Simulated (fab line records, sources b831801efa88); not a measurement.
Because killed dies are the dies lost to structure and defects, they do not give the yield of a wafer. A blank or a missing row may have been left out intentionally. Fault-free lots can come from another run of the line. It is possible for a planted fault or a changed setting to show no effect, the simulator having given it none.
What tool caused it?	flow sky130	33 wafers from 11 lots sampled at 4 of the route's 708 steps

== WHAT THE GAUGES SHOWED, per wafer ==
SKY_CONTACT_RS_MEAS_25: measurement is done with a four-point probe.
lot	measured	on	CONTACT_W_RS (ohm/sq)
L781	day 31 00:46	film metro-03	0.337 0.339 0.338
L783	day 32 02:19	film metro-03	0.337 0.338 0.341
L785	day 32 23:14	film metro-03	0.337 0.333 0.343
L786	day 33 00:03	film metro-01	0.349 0.348 0.342
L787	day 33 11:04	film metro-03	0.338 0.339 0.338
L789	day 34 02:41	film metro-01	0.341 0.333 0.342
L790	day 35 01:48	film metro-02	0.341 0.341 0.338
L793	day 35 23:46	film metro-03	0.336 0.344 0.339
L797	day 37 09:04	film metro-02	0.334 0.340 0.340
L801	day 37 22:31	film metro-01	1.091 1.093 1.054
L802	day 38 21:25	film metro-03	1.107 1.051 1.084

== WHAT TOOL EACH LOT RAN ON (gives the tool, then ch and the chambers of the sampled wafers, and finally the start) ==
lot	SKY_CONTACT_ETCH_18	SKY_CONTACT_SPUTTER_23	SKY_CONTACT_CVD_24
L781	rie diel-02 ch 0,1,3, day 31 00:36 or earlier	pvd sputter-03, day 31 00:36	cvd w-01 ch 0,1, day 31 00:40
L783	rie diel-03 ch 0,1,2, day 32 02:08 or earlier	pvd sputter-04, day 32 02:08	cvd w-01 ch 0,1, day 32 02:12
L785	rie diel-01 ch 1,2,3, day 32 23:01 or earlier	pvd sputter-04, day 32 23:01	cvd w-01 ch 0,1, day 32 23:07
L786	rie diel-02 ch 1,2,3, day 32 23:52 or earlier	pvd sputter-03, day 32 23:52	cvd w-02 ch 0,1, day 32 23:55
L787	rie diel-01 ch 1,3, day 33 10:53 or earlier	pvd sputter-03, day 33 10:53	cvd w-01 ch 0,1, day 33 10:56
L789	rie diel-01 ch 0,1,3, day 34 02:31 or earlier	pvd sputter-02, day 34 02:31	cvd w-02 ch 0,1, day 34 02:35
L790	rie diel-03 ch 0,1,2, day 35 01:37 or earlier	pvd sputter-02, day 35 01:37	cvd w-01 ch 0,1, day 35 01:40
L793	rie diel-03 ch 0,2,3, day 35 23:34 or earlier	pvd sputter-02, day 35 23:34	cvd w-02 ch 0,1, day 35 23:38
L797	rie diel-02 ch 0,1,3, day 37 08:53 or earlier	pvd sputter-02, day 37 08:53	cvd w-02 ch 0,1, day 37 08:57
L801	rie diel-02 ch 0,1, day 37 22:21 or earlier	pvd sputter-03, day 37 22:21	cvd w-02 ch 0,1, day 37 22:25
L802	rie diel-01 ch 0,1,3, day 38 21:14 or earlier	pvd sputter-02, day 38 21:14	cvd w-02 ch 0,1, day 38 21:17
- SKY_CONTACT_ETCH_18: etches Si3N4 in CHF3/O2, stops on TiN, time 39 s, target depth 75 nm.
- SKY_CONTACT_SPUTTER_23: material TiN, target thk 20 nm, time 80 s.
- SKY_CONTACT_CVD_24: deposits W, target thk 340 nm, time 102.12 s.

== THE ANSWER, worked out from the rows above alone ==
Rule: the usual values come from the lots themselves. The widest of any qualifying gaps counts: lots, ordered by their means at a reading, are off when they make up no more than a third of the lots, leave a main group of 4 or more, and stand apart from it by 3 or more times the standard deviation of that group's means. If all means in a main group match to the digits the tables above print for the reading, that group is not used. Also off: a lot with no number at a reading for which 4 or more lots have one. Any other lot the step has rows for is counted as sound.
Off: at SKY_CONTACT_RS_MEAS_25 (CONTACT_W_RS), L801, L802. The main group: mean 0.339 ohm/sq, standard deviation 0.0025.
A tool fits if, at a process step before that reading, it ran every lot that is off, and no sound lot after the first of them. Gauges at SKY_CONTACT_RS_MEAS_25: tried the same way as those tools. SKY_CONTACT_ETCH_18 gives no start for some lots, so the hours and the order of its lots are those of SKY_CONTACT_SPUTTER_23. One fits: SKY_CONTACT_CVD_24 on cvd w-02. Its last sound lot is L797 (day 37 08:57), its first lot that is off L801 (day 37 22:25): a fault that began between those two fits.

== WHAT THE SIMULATOR PUT IN ==
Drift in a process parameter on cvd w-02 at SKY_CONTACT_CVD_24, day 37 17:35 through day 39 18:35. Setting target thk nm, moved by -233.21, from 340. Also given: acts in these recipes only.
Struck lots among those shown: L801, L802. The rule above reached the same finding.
